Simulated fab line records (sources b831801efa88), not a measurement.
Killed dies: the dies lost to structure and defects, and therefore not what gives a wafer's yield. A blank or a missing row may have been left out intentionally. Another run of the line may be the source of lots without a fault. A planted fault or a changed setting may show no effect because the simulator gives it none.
Which tool was responsible? / flow gf180mcu / 11 lots, 33 wafers sampled, at 2 steps of a route of 602

WHAT EACH GAUGE READ, for each wafer
GF_V2_RS_MEAS_24: the measuring method here is four-point-probe.
lot=L295; measured=day 20 03:58; on=film-metro-04; V2_W_RS (ohm/sq)=0.328 0.331 0.332
lot=L298; measured=day 21 10:34; on=film-metro-02; V2_W_RS (ohm/sq)=0.329 0.337 0.329
lot=L299; measured=day 21 23:12; on=film-metro-02; V2_W_RS (ohm/sq)=0.326 0.326 0.321
lot=L300; measured=day 22 05:59; on=film-metro-02; V2_W_RS (ohm/sq)=0.324 0.329 0.325
lot=L302; measured=day 23 05:01; on=film-metro-02; V2_W_RS (ohm/sq)=0.328 0.329 0.324
lot=L304; measured=day 23 22:01; on=film-metro-03; V2_W_RS (ohm/sq)=0.325 0.326 0.325
lot=L305; measured=day 24 06:17; on=film-metro-04; V2_W_RS (ohm/sq)=0.324 0.328 0.325
lot=L312; measured=day 26 08:27; on=film-metro-02; V2_W_RS (ohm/sq)=0.337 0.333 0.334
lot=L316; measured=day 27 18:13; on=film-metro-04; V2_W_RS (ohm/sq)=0.332 0.328 0.333
lot=L317; measured=day 27 21:01; on=film-metro-04; V2_W_RS (ohm/sq)=0.331 0.333 0.327
lot=L318; measured=day 27 23:00; on=film-metro-02; V2_W_RS (ohm/sq)=0.331 0.331 0.334

WHAT TOOL EACH LOT RAN ON (gives the tool, then ch and the chambers of the sampled wafers, and finally the start)
lot=L295; GF_V2_SPUTTER_22=pvd-sputter-04, day 20 03:43
lot=L298; GF_V2_SPUTTER_22=pvd-sputter-01, day 21 10:24
lot=L299; GF_V2_SPUTTER_22=pvd-sputter-02, day 21 23:01
lot=L300; GF_V2_SPUTTER_22=pvd-sputter-02, day 22 05:49
lot=L302; GF_V2_SPUTTER_22=pvd-sputter-04, day 23 04:49
lot=L304; GF_V2_SPUTTER_22=pvd-sputter-01, day 23 21:51
lot=L305; GF_V2_SPUTTER_22=pvd-sputter-01, day 24 06:07
lot=L312; GF_V2_SPUTTER_22=pvd-sputter-01, day 26 08:18
lot=L316; GF_V2_SPUTTER_22=pvd-sputter-01, day 27 18:01
lot=L317; GF_V2_SPUTTER_22=pvd-sputter-04, day 27 20:50
lot=L318; GF_V2_SPUTTER_22=pvd-sputter-01, day 27 22:51
- GF_V2_SPUTTER_22: material TiN, target thk 10 nm, time 40 s.

THE ANSWER, worked out from the rows above alone
Rule: the usual values come from the lots themselves. Put in order of their means at a reading, lots are off if they are a third of the lots or fewer, leave a main group of 4 or more, and stand apart from it by a gap of 3 or more times the standard deviation of the main group's means; of several such gaps the widest counts. If all means in a main group match to the digits the tables above print for the reading, that group is not used. A lot without any number at a reading at which 4 lots or more have one is off too. Any other lot the step has rows for is counted as sound.
No lot is off at any reading shown: from this, nothing can be told.

WHAT THE SIMULATOR PUT IN
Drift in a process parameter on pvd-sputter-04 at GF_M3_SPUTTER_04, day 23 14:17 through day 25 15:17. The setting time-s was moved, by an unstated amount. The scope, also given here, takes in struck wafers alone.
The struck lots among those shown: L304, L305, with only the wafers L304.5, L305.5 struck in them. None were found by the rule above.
